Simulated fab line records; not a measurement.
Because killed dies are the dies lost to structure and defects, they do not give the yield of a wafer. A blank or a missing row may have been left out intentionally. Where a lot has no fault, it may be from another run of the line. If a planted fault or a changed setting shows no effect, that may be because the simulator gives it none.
The tool behind it: which one? || flow sky130 || Sampling: 12 lots, 36 wafers, 4 of 708 route steps

## WHAT THE GAUGES SHOWED, per wafer
SKY_METAL1_CD_MEAS_15 targets a cd of 140 nm.
{"lot": "L328", "measured": "day 33 14:17", "on": "cd-sem-02", "cd-nm (nm)": "139.8 137.9 139.0"}
{"lot": "L329", "measured": "day 34 01:46", "on": "cd-sem-01", "cd-nm (nm)": "141.5 141.0 141.0"}
{"lot": "L330", "measured": "day 34 12:34", "on": "cd-sem-02", "cd-nm (nm)": "139.9 140.9 140.6"}
{"lot": "L333", "measured": "day 35 08:56", "on": "cd-sem-02", "cd-nm (nm)": "138.9 139.3 138.7"}
{"lot": "L335", "measured": "day 35 13:53", "on": "cd-sem-01", "cd-nm (nm)": "140.0 139.4 138.7"}
{"lot": "L339", "measured": "day 36 16:47", "on": "cd-sem-02", "cd-nm (nm)": "140.5 140.6 140.6"}
{"lot": "L341", "measured": "day 37 02:17", "on": "cd-sem-01", "cd-nm (nm)": "139.0 138.5 138.9"}
{"lot": "L342", "measured": "day 37 09:00", "on": "cd-sem-01", "cd-nm (nm)": "140.2 142.0 141.2"}
{"lot": "L343", "measured": "day 37 15:47", "on": "cd-sem-02", "cd-nm (nm)": "140.1 139.6 139.9"}
{"lot": "L346", "measured": "day 38 13:02", "on": "cd-sem-02", "cd-nm (nm)": "139.0 138.3 137.3"}
{"lot": "L347", "measured": "day 38 17:47", "on": "cd-sem-01", "cd-nm (nm)": "139.7 138.2 138.2"}
{"lot": "L349", "measured": "day 39 08:28", "on": "cd-sem-01", "cd-nm (nm)": "139.6 140.1 139.7"}

## WHICH TOOL RAN EACH LOT (tool, then ch and the chambers of the sampled wafers, then the start)
{"lot": "L328", "SKY_LI_CONTACT_SPUTTER_19": "pvd-sputter-02, day 29 23:56", "SKY_CONTACT_COAT_09": "litho-track-01 ch 0, day 31 19:00", "SKY_CONTACT_STRIP_19": "plasma-asher-01 ch 0,1, day 32 09:01"}
{"lot": "L329", "SKY_LI_CONTACT_SPUTTER_19": "pvd-sputter-02, day 30 10:45", "SKY_CONTACT_COAT_09": "litho-track-01 ch 0, day 32 06:00", "SKY_CONTACT_STRIP_19": "plasma-asher-01 ch 0,1, day 32 20:50"}
{"lot": "L330", "SKY_LI_CONTACT_SPUTTER_19": "pvd-sputter-01, day 30 23:02", "SKY_CONTACT_COAT_09": "litho-track-03 ch 0, day 32 19:00", "SKY_CONTACT_STRIP_19": "plasma-asher-04 ch 0,1, day 33 09:02"}
{"lot": "L333", "SKY_LI_CONTACT_SPUTTER_19": "pvd-sputter-02, day 31 20:40", "SKY_CONTACT_COAT_09": "litho-track-03 ch 0, day 33 15:00", "SKY_CONTACT_STRIP_19": "plasma-asher-01 ch 0,1, day 34 05:07"}
{"lot": "L335", "SKY_LI_CONTACT_SPUTTER_19": "pvd-sputter-04, day 32 03:22", "SKY_CONTACT_COAT_09": "litho-track-03 ch 0, day 33 21:00", "SKY_CONTACT_STRIP_19": "plasma-asher-01 ch 0,1, day 34 10:15"}
{"lot": "L339", "SKY_LI_CONTACT_SPUTTER_19": "pvd-sputter-04, day 33 07:47", "SKY_CONTACT_COAT_09": "litho-track-02 ch 0, day 35 00:00", "SKY_CONTACT_STRIP_19": "plasma-asher-01 ch 0,1, day 35 14:32"}
{"lot": "L341", "SKY_LI_CONTACT_SPUTTER_19": "pvd-sputter-04, day 33 17:20", "SKY_CONTACT_COAT_09": "litho-track-01 ch 0, day 35 10:00", "SKY_CONTACT_STRIP_19": "plasma-asher-04 ch 0,1, day 35 23:53"}
{"lot": "L342", "SKY_LI_CONTACT_SPUTTER_19": "pvd-sputter-02, day 33 22:32", "SKY_CONTACT_COAT_09": "litho-track-01 ch 0, day 35 15:00", "SKY_CONTACT_STRIP_19": "plasma-asher-04 ch 0,1, day 36 05:32"}
{"lot": "L343", "SKY_LI_CONTACT_SPUTTER_19": "pvd-sputter-04, day 34 07:55", "SKY_CONTACT_COAT_09": "litho-track-02 ch 0, day 36 00:00", "SKY_CONTACT_STRIP_19": "plasma-asher-03 ch 0,1, day 36 13:51"}
{"lot": "L346", "SKY_LI_CONTACT_SPUTTER_19": "pvd-sputter-04, day 35 04:04", "SKY_CONTACT_COAT_09": "litho-track-02 ch 0, day 36 20:00", "SKY_CONTACT_STRIP_19": "plasma-asher-03 ch 0,1, day 37 10:51"}
{"lot": "L347", "SKY_LI_CONTACT_SPUTTER_19": "pvd-sputter-04, day 35 10:01", "SKY_CONTACT_COAT_09": "litho-track-01 ch 0, day 37 02:00", "SKY_CONTACT_STRIP_19": "plasma-asher-01 ch 0, day 37 15:29"}
{"lot": "L349", "SKY_LI_CONTACT_SPUTTER_19": "pvd-sputter-01, day 36 00:34", "SKY_CONTACT_COAT_09": "litho-track-03 ch 0, day 37 16:00", "SKY_CONTACT_STRIP_19": "plasma-asher-04 ch 0,1, day 38 05:52"}
- SKY_LI_CONTACT_SPUTTER_19: material Ti, target thk 20 nm, time 106.37 s.
- SKY_CONTACT_COAT_09: resist thk 450 nm.
- SKY_CONTACT_STRIP_19: strips in O2/N2.

## AS READ BY THE TOOLS THEMSELVES (means over the sampled wafers that have a number; for cases with no such wafer, the mark the record gives instead)
SKY_LI_CONTACT_SPUTTER_19.
{"lot": "L328", "tool": "pvd-sputter-02", "throttle-valve-pct (%)": 30.8}
{"lot": "L329", "tool": "pvd-sputter-02", "throttle-valve-pct (%)": 30.9}
{"lot": "L330", "tool": "pvd-sputter-01", "throttle-valve-pct (%)": 29.6}
{"lot": "L333", "tool": "pvd-sputter-02", "throttle-valve-pct (%)": 30.7}
{"lot": "L335", "tool": "pvd-sputter-04", "throttle-valve-pct (%)": 28.9}
{"lot": "L339", "tool": "pvd-sputter-04", "throttle-valve-pct (%)": 29.3}
{"lot": "L341", "tool": "pvd-sputter-04", "throttle-valve-pct (%)": 29.9}
{"lot": "L342", "tool": "pvd-sputter-02", "throttle-valve-pct (%)": 30.6}
{"lot": "L343", "tool": "pvd-sputter-04", "throttle-valve-pct (%)": 29.8}
{"lot": "L346", "tool": "pvd-sputter-04", "throttle-valve-pct (%)": 29.1}
{"lot": "L347", "tool": "pvd-sputter-04", "throttle-valve-pct (%)": 29.2}
{"lot": "L349", "tool": "pvd-sputter-01", "throttle-valve-pct (%)": 30.0}

SKY_CONTACT_COAT_09.
{"lot": "L328", "tool": "litho-track-01", "dispense-pressure-kPa (kPa)": 47, "resist-line-temp-C (C)": 22.99}
{"lot": "L329", "tool": "litho-track-01", "dispense-pressure-kPa (kPa)": 47, "resist-line-temp-C (C)": 23.05}
{"lot": "L330", "tool": "litho-track-03", "dispense-pressure-kPa (kPa)": 56, "resist-line-temp-C (C)": 23.05}
{"lot": "L333", "tool": "litho-track-03", "dispense-pressure-kPa (kPa)": 56, "resist-line-temp-C (C)": 22.82}
{"lot": "L335", "tool": "litho-track-03", "dispense-pressure-kPa (kPa)": 56, "resist-line-temp-C (C)": 22.94}
{"lot": "L339", "tool": "litho-track-02", "dispense-pressure-kPa (kPa)": 47, "resist-line-temp-C (C)": 23.10}
{"lot": "L341", "tool": "litho-track-01", "dispense-pressure-kPa (kPa)": 47, "resist-line-temp-C (C)": 22.86}
{"lot": "L342", "tool": "litho-track-01", "dispense-pressure-kPa (kPa)": 47, "resist-line-temp-C (C)": 23.03}
{"lot": "L343", "tool": "litho-track-02", "dispense-pressure-kPa (kPa)": 47, "resist-line-temp-C (C)": 23.03}
{"lot": "L346", "tool": "litho-track-02", "dispense-pressure-kPa (kPa)": 47, "resist-line-temp-C (C)": 23.02}
{"lot": "L347", "tool": "litho-track-01", "dispense-pressure-kPa (kPa)": 47, "resist-line-temp-C (C)": 23.05}
{"lot": "L349", "tool": "litho-track-03", "dispense-pressure-kPa (kPa)": 56, "resist-line-temp-C (C)": 23.06}

SKY_CONTACT_STRIP_19.
{"lot": "L328", "tool": "plasma-asher-01", "drypump-motor-current-A (A)": 5.60, "oes-product-au (a.u.)": 0.378, "strip-time-to-endpoint-s (s)": 3.65}
{"lot": "L329", "tool": "plasma-asher-01", "drypump-motor-current-A (A)": 5.68, "oes-product-au (a.u.)": 0.379, "strip-time-to-endpoint-s (s)": 3.62}
{"lot": "L330", "tool": "plasma-asher-04", "drypump-motor-current-A (A)": 5.76, "oes-product-au (a.u.)": 0.383, "strip-time-to-endpoint-s (s)": 3.64}
{"lot": "L333", "tool": "plasma-asher-01", "drypump-motor-current-A (A)": 5.61, "oes-product-au (a.u.)": 0.368, "strip-time-to-endpoint-s (s)": 3.26}
{"lot": "L335", "tool": "plasma-asher-01", "drypump-motor-current-A (A)": 5.60, "oes-product-au (a.u.)": 0.366, "strip-time-to-endpoint-s (s)": 3.22}
{"lot": "L339", "tool": "plasma-asher-01", "drypump-motor-current-A (A)": 5.67, "oes-product-au (a.u.)": 0.385, "strip-time-to-endpoint-s (s)": 3.64}
{"lot": "L341", "tool": "plasma-asher-04", "drypump-motor-current-A (A)": 5.60, "oes-product-au (a.u.)": 0.384, "strip-time-to-endpoint-s (s)": 3.64}
{"lot": "L342", "tool": "plasma-asher-04", "drypump-motor-current-A (A)": 5.57, "oes-product-au (a.u.)": 0.382, "strip-time-to-endpoint-s (s)": 3.62}
{"lot": "L343", "tool": "plasma-asher-03", "drypump-motor-current-A (A)": 5.63, "oes-product-au (a.u.)": 0.383, "strip-time-to-endpoint-s (s)": 3.65}
{"lot": "L346", "tool": "plasma-asher-03", "drypump-motor-current-A (A)": 5.37, "oes-product-au (a.u.)": 0.382, "strip-time-to-endpoint-s (s)": 3.65}
{"lot": "L347", "tool": "plasma-asher-01", "drypump-motor-current-A (A)": 5.56, "oes-product-au (a.u.)": 0.380, "strip-time-to-endpoint-s (s)": 3.65}
{"lot": "L349", "tool": "plasma-asher-04", "drypump-motor-current-A (A)": 5.74, "oes-product-au (a.u.)": 0.380, "strip-time-to-endpoint-s (s)": 3.61}

## THE ANSWER, worked out from the rows above alone
Rule: what is usual is taken from the lots themselves. The widest of any qualifying gaps counts: lots, ordered by their means at a reading, are off when they make up no more than a third of the lots, leave a main group of 4 or more, and stand apart from it by 3 or more times the standard deviation of that group's means. A main group whose means are all the same, to the digits that the tables above print for the reading, isn't used. A lot without any number at a reading at which 4 lots or more have one is off too. All remaining lots with rows at the step are treated as sound. After the gauges, taken in route order, come the tools' own readings; for these a lot's mean is taken, as printed above. The first step at which some lot is off is used, and at that step the reading that is off furthest; a lot without a number counts as furthest.
Off: L333, L335, at SKY_CONTACT_STRIP_19 (strip-time-to-endpoint-s). For the main group the mean is 3.64 s and the standard deviation 0.014.
If a tool, at that step or one of the process steps before it, ran each lot that is off and ran no sound lot following the first of them, it fits. Of those tried, none fits.

## WHAT THE SIMULATOR PUT IN
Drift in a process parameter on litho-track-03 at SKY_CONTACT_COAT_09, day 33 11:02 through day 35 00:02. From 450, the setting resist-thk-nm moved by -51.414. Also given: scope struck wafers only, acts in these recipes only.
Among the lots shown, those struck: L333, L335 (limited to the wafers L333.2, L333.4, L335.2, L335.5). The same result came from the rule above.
